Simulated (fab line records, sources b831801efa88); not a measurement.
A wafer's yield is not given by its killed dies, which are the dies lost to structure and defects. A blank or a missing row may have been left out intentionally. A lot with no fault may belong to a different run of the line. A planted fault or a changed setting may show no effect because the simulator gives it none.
fab line records	flow sky130
record: lots: 14	wafers: 42	lastDay: 50
route steps=708 shown LI_CONTACT@383 CONTACT@407 PAD_OPEN@708
lots that met no fault: taken from a fault-free run of the same line
startH: the number of hours between the record's first day and the start of the first shown wafer of the lot	waitH: hours since the lot's step before	" the same as in the row above	L1.1+2: several wafers, shown together as one row	- no value, or no start was given	* or withheld: withheld	< > ~ a bound
route shown NAME@n: names a module that has steps shown in the file, with the first one's number in the route	usual: mean and standard deviation over wafers with no fault	same: alike in all rows	chamber/n: place in a boat	sites: per-site readings	_std_site: the values' standard deviation	_edge_site: mean of outer sites minus mean of inner sites	radiusMm: how far each site lies from the wafer's centre	mask NAME#n: copy n	behind: the most recent tool/chamber to have shaped the wafer	hold: the reason the lot was held/the length of the hold in hours/how it ended	device: transistor that didn't switch, given as n, p or np	end of line: the route-end tests of the same wafers	for a step that has no rows: nothing shown but its recipe	killed: the dies lost at the first sort to structure and to defects; this is not the yield of the wafer	map: per-die view of a wafer (x killed, . not killed, _ where there is no die)
set.NAME: setting as actually run; set.NAME@STEP: the setting as run at that earlier step	model.NAME: the simulator's own value behind a step, which no gauge read
one table for each step of the route and one row for each wafer, over a sample of lots
services: when a tool's chamber went out of use (startH, in hours from the record's first day, below 0 if earlier), for how many hours, and the reason
== steps ==
step: SKY_LI_CONTACT_CVD_21
recipe: material: W	targetThkNm: 400	timeS: 120.56	tempC: 400	pressureTorr: 40
usual: heaterPowerW: 829/100
lot.wafer	tool	chamber	startH	waitH	heaterPowerW
L830.3	cvdW-01	0	676.81	0.1	903
L830.4	"	1	"	"	768
L830.5	"	0	"	"	887
L831.2	cvdW-01	0	691.13	0.1	903
L831.3	"	0	"	"	893
L831.4	"	0	"	"	916
L832.2	cvdW-02	0	696.54	0.0	703
L832.5	"	1	"	"	936
L832.6	"	0	"	"	720
L834.1	cvdW-02	1	729.04	0.0	939
L834.2	"	0	"	"	717
L834.4	"	0	"	"	730
L835.2	cvdW-02	1	731.93	0.0	955
L835.3	"	1	"	"	955
L835.6	"	1	"	"	958
L837.3	cvdW-02	0	741.63	0.1	730
L837.4	"	1	"	"	956
L837.5	"	1	"	"	926
L839.1	cvdW-01	0	753.68	0.0	910
L839.5	"	0	"	"	929
L839.6	"	1	"	"	752
L840.2	cvdW-02	1	762.12	0.0	966
L840.3	"	1	"	"	942
L840.6	"	1	"	"	970
L845.3	cvdW-02	0	811.65	0.1	725
L845.5	"	1	"	"	946
L845.6	"	0	"	"	719
L846.1	cvdW-02	0	812.74	0.0	714
L846.2	"	1	"	"	947
L846.6	"	1	"	"	941
L847.2	cvdW-01	0	819.64	0.0	904
L847.3	"	0	"	"	908
L847.4	"	1	"	"	765
L850.2	cvdW-02	1	837.29	0.0	961
L850.4	"	0	"	"	725
L850.6	"	1	"	"	937
L851.1	cvdW-01	0	854.72	0.0	902
L851.4	"	1	"	"	767
L851.6	"	1	"	"	744
L852.1	cvdW-02	1	857.79	0.0	963
L852.2	"	0	"	"	729
L852.4	"	0	"	"	702
step: SKY_LI_CONTACT_CMP_24
recipe: stopOn: PSG	tOverpolishS: 20	downForcePsi: 3.5	platenRpm: 60	targetThkNm: 0	padVelocityMS: 0.94248
usual: motorCurrentA: 11.4/1.3	overpolishRunS: 19.998/0.0091	timeToEndpointS: 99/4
lot.wafer	tool	chamber	startH	waitH	motorCurrentA	overpolishRunS	timeToEndpointS
L830.3	cmp-02	2	677.13	0.1	10.5	19.999	104
L830.4	"	3	"	"	10.6	20.000	103
L830.5	"	1	"	"	10.8	19.998	93
L831.3	cmp-01	0	691.52	0.0	11.3	19.989	96
L831.4	"	1	"	"	10.2	20.001	95
L831.2	"	3	"	"	14.0	20.002	91
L832.2	cmp-02	1	696.94	0.1	10.8	20.004	97
L832.6	"	3	"	"	10.4	19.991	104
L832.5	"	0	"	"	13.7	19.986	101
L834.4	cmp-02	0	729.35	0.0	13.4	19.994	109
L834.2	"	2	"	"	11.3	19.992	110
L834.1	"	3	"	"	9.7	20.006	103
L835.2	cmp-02	1	732.23	0.0	11.3	20.018	94
L835.3	"	3	"	"	10.4	19.997	101
L835.6	"	2	"	"	10.8	20.014	101
L837.4	cmp-02	1	741.99	0.1	11.3	19.999	98
L837.3	"	2	"	"	10.3	19.986	107
L837.5	"	3	"	"	10.4	20.005	103
L839.1	cmp-02	3	754.08	0.1	10.4	19.995	101
L839.6	"	1	"	"	11.0	19.982	92
L839.5	"	2	"	"	10.6	20.006	100
L840.2	cmp-02	1	762.48	0.1	11.0	20.001	93
L840.3	"	3	"	"	10.4	19.996	99
L840.6	"	1	"	"	11.0	20.000	94
L845.3	cmp-02	3	812.06	0.2	10.9	20.002	97
L845.6	"	0	"	"	13.7	20.004	99
L845.5	"	1	"	"	10.3	19.999	91
L846.2	cmp-02	0	813.04	0.0	12.9	20.005	95
L846.1	"	3	"	"	10.6	19.992	99
L846.6	"	0	"	"	13.3	19.992	94
L847.4	cmp-01	3	819.94	0.0	13.8	20.001	98
L847.3	"	1	"	"	10.0	19.979	101
L847.2	"	2	"	"	12.8	20.002	98
L850.2	cmp-02	2	837.73	0.2	11.0	19.978	101
L850.4	"	3	"	"	10.5	20.013	102
L850.6	"	0	"	"	12.7	19.992	97
L851.1	cmp-02	2	855.03	0.1	10.5	20.000	96
L851.4	"	1	"	"	10.5	19.989	87
L851.6	"	2	"	"	10.9	20.004	97
L852.2	cmp-01	3	858.14	0.1	14.6	20.010	100
L852.4	"	0	"	"	10.8	20.011	102
L852.1	"	1	"	"	10.3	20.014	103
step: SKY_CONTACT_THK_MEAS_01
recipe: reads: Si3N4_of_CONTACT_CVD_00
usual: CONTACT_CVD_00_THK: 75.1/0.97
lot.wafer	tool	chamber	startH	waitH	CONTACT_CVD_00_THK[nm]
L830.3	filmMetro-02	-	705.81	-	75.5
L830.4	"	-	"	"	75.8
L830.5	"	-	"	"	75.9
L831.2	filmMetro-02	-	720.11	-	74.1
L831.3	"	-	"	"	73.4
L831.4	"	-	"	"	75.8
L832.2	filmMetro-03	-	726.07	-	73.8
L832.5	"	-	"	"	75.4
L832.6	"	-	"	"	74.8
L834.1	filmMetro-03	-	757.24	-	74.4
L834.2	"	-	"	"	74.7
L834.4	"	-	"	"	75.3
L835.2	filmMetro-03	-	760.83	-	74.5
L835.3	"	-	"	"	75.5
L835.6	"	-	"	"	76.0
L837.3	filmMetro-04	-	770.58	-	74.5
L837.4	"	-	"	"	76.6
L837.5	"	-	"	"	75.2
L839.1	filmMetro-02	-	781.37	-	73.3
L839.5	"	-	"	"	75.9
L839.6	"	-	"	"	75.0
L840.2	filmMetro-03	-	790.52	-	73.4
L840.3	"	-	"	"	74.1
L840.6	"	-	"	"	74.3
L845.3	filmMetro-04	-	839.04	-	74.4
L845.5	"	-	"	"	76.2
L845.6	"	-	"	"	75.4
L846.1	filmMetro-03	-	839.97	-	74.8
L846.2	"	-	"	"	74.5
L846.6	"	-	"	"	77.3
L847.2	filmMetro-04	-	847.22	-	74.1
L847.3	"	-	"	"	74.7
L847.4	"	-	"	"	75.4
L850.2	filmMetro-04	-	864.98	-	75.3
L850.4	"	-	"	"	77.3
L850.6	"	-	"	"	76.7
L851.1	filmMetro-03	-	882.49	-	73.2
L851.4	"	-	"	"	76.0
L851.6	"	-	"	"	75.6
L852.1	filmMetro-04	-	884.95	-	73.4
L852.2	"	-	"	"	73.4
L852.4	"	-	"	"	75.2
step: SKY_CONTACT_SOFTBAKE_10
recipe: tempC: 100	timeS: 90	resist: KrF-thick
usual: heaterPowerTotalW: 57.37/0.12	plateTempC: 99.98/0.14
lot.wafer	tool	chamber	startH	waitH	heaterPowerTotalW	plateTempC
L830.3	lithoTrack-04	0	719	-	57.45	99.88
L830.4	"	0	"	"	57.38	99.88
L830.5	"	0	"	"	57.45	99.76
L831.2	lithoTrack-01	0	734	-	57.32	99.84
L831.3	"	0	"	"	57.38	100.06
L831.4	"	0	"	"	57.50	99.71
L832.2	lithoTrack-01	0	740	-	57.53	100.17
L832.5	"	0	"	"	57.39	100.05
L832.6	"	0	"	"	57.30	100.03
L834.1	lithoTrack-04	0	771	-	57.50	100.10
L834.2	"	0	"	"	57.29	100.13
L834.4	"	0	"	"	57.31	100.05
L835.2	lithoTrack-04	0	774	-	57.51	99.95
L835.3	"	0	"	"	57.31	100.13
L835.6	"	0	"	"	57.26	99.87
L837.3	lithoTrack-04	0	784	-	57.15	100.06
L837.4	"	0	"	"	57.41	99.94
L837.5	"	0	"	"	57.42	100.18
L839.1	lithoTrack-01	0	795	-	57.53	100.12
L839.5	"	0	"	"	57.48	100.15
L839.6	"	0	"	"	57.19	99.86
L840.2	lithoTrack-01	0	803	-	57.52	99.95
L840.3	"	0	"	"	57.46	99.97
L840.6	"	0	"	"	57.43	99.92
L845.3	lithoTrack-03	0	852	-	59.27	102.75
L845.5	"	0	"	"	59.68	102.75
L845.6	"	0	"	"	59.45	102.67
L846.1	lithoTrack-03	0	853	-	59.38	102.64
L846.2	"	0	"	"	59.72	102.78
L846.6	"	0	"	"	59.56	102.62
L847.2	lithoTrack-01	0	860	-	57.52	99.93
L847.3	"	0	"	"	57.49	99.80
L847.4	"	0	"	"	57.42	99.97
L850.2	lithoTrack-04	0	878	-	57.60	100.27
L850.4	"	0	"	"	57.47	100.16
L850.6	"	0	"	"	57.22	100.01
L851.1	lithoTrack-01	0	896	-	57.35	99.97
L851.4	"	0	"	"	57.38	100.06
L851.6	"	0	"	"	57.31	99.88
L852.1	lithoTrack-04	0	899	-	57.42	100.00
L852.2	"	0	"	"	57.23	99.92
L852.4	"	0	"	"	57.53	100.15
step: SKY_PAD_OPEN_PROBE_99
usual: killed_at_M0_to_M3: 43/6.7	killed_at_M4_up: 3.2/1.9	killedAtContacts: 24/5.9	killedAtFrontEnd: 15/4.1	killedAtOther: 0.3/0.56	killedDies: 86/9.5	killedOpen: 47/7.4	killedShort: 39/5.5
same: grossDies: 492	killedAtBackSide: 0
lot.wafer	tool	chamber	startH	waitH	killed_at_M0_to_M3	killed_at_M4_up	killedAtContacts	killedAtFrontEnd	killedAtOther	killedDies	killedOpen	killedShort
L845.3	prober-01	-	1170.78	0.2	44	3	16	12	0	75	37	38
L845.5	prober-01	-	1170.88	0.2	31	2	30	12	0	75	42	33
L845.6	prober-01	-	1170.93	0.2	47	4	15	27	0	93	50	43
L846.1	prober-02	-	1171.68	0.1	38	3	30	17	0	88	40	48
L846.2	prober-02	-	1171.73	0.1	46	3	27	18	0	94	52	42
L846.6	prober-02	-	1171.93	0.2	42	2	25	14	0	83	52	31
killed by level:class
L845.3 VIA1:geometricParticle:open=8 CONTACT:geometricParticle:open=8 VIA3:geometricParticle:open=7 METAL3:geometricParticle:short=6 VIA2:geometricParticle:short=5 METAL1:geometricParticle:short=4 METAL2:geometricParticle:short=4 VIA2:geometricParticle:open=4
L845.5 CONTACT:geometricParticle:open=14 VIA1:geometricParticle:open=10 CONTACT:geometricParticle:short=7 POLY_GATE:geometricParticle:short=5 VIA2:geometricParticle:open=5 LOCAL_INTERCONNECT:geometricParticle:short=4 VIA1:geometricParticle:short=4 VIA3:geometricParticle:open=4
L845.6 VIA1:geometricParticle:open=9 POLY_GATE:geometricParticle:open=8 METAL1:geometricParticle:short=8 CONTACT:geometricParticle:open=7 VIA3:geometricParticle:open=7 FIELD_ISO:geometricParticle:open=6 METAL2:geometricParticle:short=6 VIA3:geometricParticle:short=6
L846.1 LI_CONTACT:geometricParticle:open=10 CONTACT:geometricParticle:short=10 VIA1:geometricParticle:short=8 VIA1:geometricParticle:open=7 VIA3:geometricParticle:open=7 POLY_GATE:geometricParticle:open=5 CONTACT:geometricParticle:open=5 FIELD_ISO:geometricParticle:short=4
L846.2 VIA1:geometricParticle:open=14 LI_CONTACT:geometricParticle:open=9 METAL1:geometricParticle:short=8 CONTACT:geometricParticle:open=7 VIA2:geometricParticle:open=6 POLY_GATE:geometricParticle:open=5 FIELD_ISO:geometricParticle:short=5 LOCAL_INTERCONNECT:geometricParticle:short=5
L846.6 CONTACT:geometricParticle:open=11 VIA1:geometricParticle:open=8 METAL1:geometricParticle:short=7 LI_CONTACT:geometricParticle:open=6 VIA2:geometricParticle:open=6 VIA3:geometricParticle:open=6 FIELD_ISO:geometricParticle:short=5 CONTACT:geometricParticle:short=4
== services ==
tool	chamber	startH	hours	kind
cmp-01	-	664.24	0.3	repair
cvdW-02	-	674.90	0.9	repair
cmp-01	-	679.46	0.3	repair
cmp-01	-	681.07	4.7	repair
cvdW-01	1	682.48	9.5	repair
cvdW-02	1	716.17	11.9	repair
cvdW-02	-	720.67	2.9	repair
cvdW-01	1	728.82	4.6	repair
cvdW-01	-	729.35	1.2	repair
cmp-01	-	739.81	4.4	repair
cmp-01	-	744.21	5.0	pm
cmp-01	-	749.21	4.0	pm
cmp-01	-	753.21	-	consumableReplace:conditioner
cmp-01	-	753.21	-	consumableReplace:pad
cmp-01	-	759.58	3.8	repair
cvdW-02	-	771.61	6.0	pm
cmp-01	-	823.34	2.7	repair
cmp-01	-	836.44	1.8	repair
cmp-01	-	836.74	0.4	repair
cmp-02	-	856.57	5.7	pm
== key ==
firstSign: step: SKY_CONTACT_SOFTBAKE_10	reading: plateTempC	direction: up	sigmas: 20	usual: *	struck: *
effect: step: SKY_CONTACT_SOFTBAKE_10	reading: heaterPowerTotalW	direction: up	sigmas: 18	usual: *	struck: *
metAt SKY_CONTACT_SOFTBAKE_10
struckLots L845,L846
testerLeftOut L845,L846
notActingAt SKY_LI_CONTACT_CVD_21,SKY_LI_CONTACT_CMP_24,SKY_CONTACT_THK_MEAS_01
fault: kind: processParameterDrift	tool: lithoTrack-03	chamber: -	onsetH: 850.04	steps: SKY_CONTACT_SOFTBAKE_10	channel: tempC	offset: *	shape: step	endH: 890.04	actsIn: *	stated: *
testerLeftOut: of these lots the tester's yield and bins aren't shown, on N5 and GAA mostly nor the transistor test; their killed dies are dies lost to structure and defects alone, not to doping, threshold or leakage, so they don't give the yield
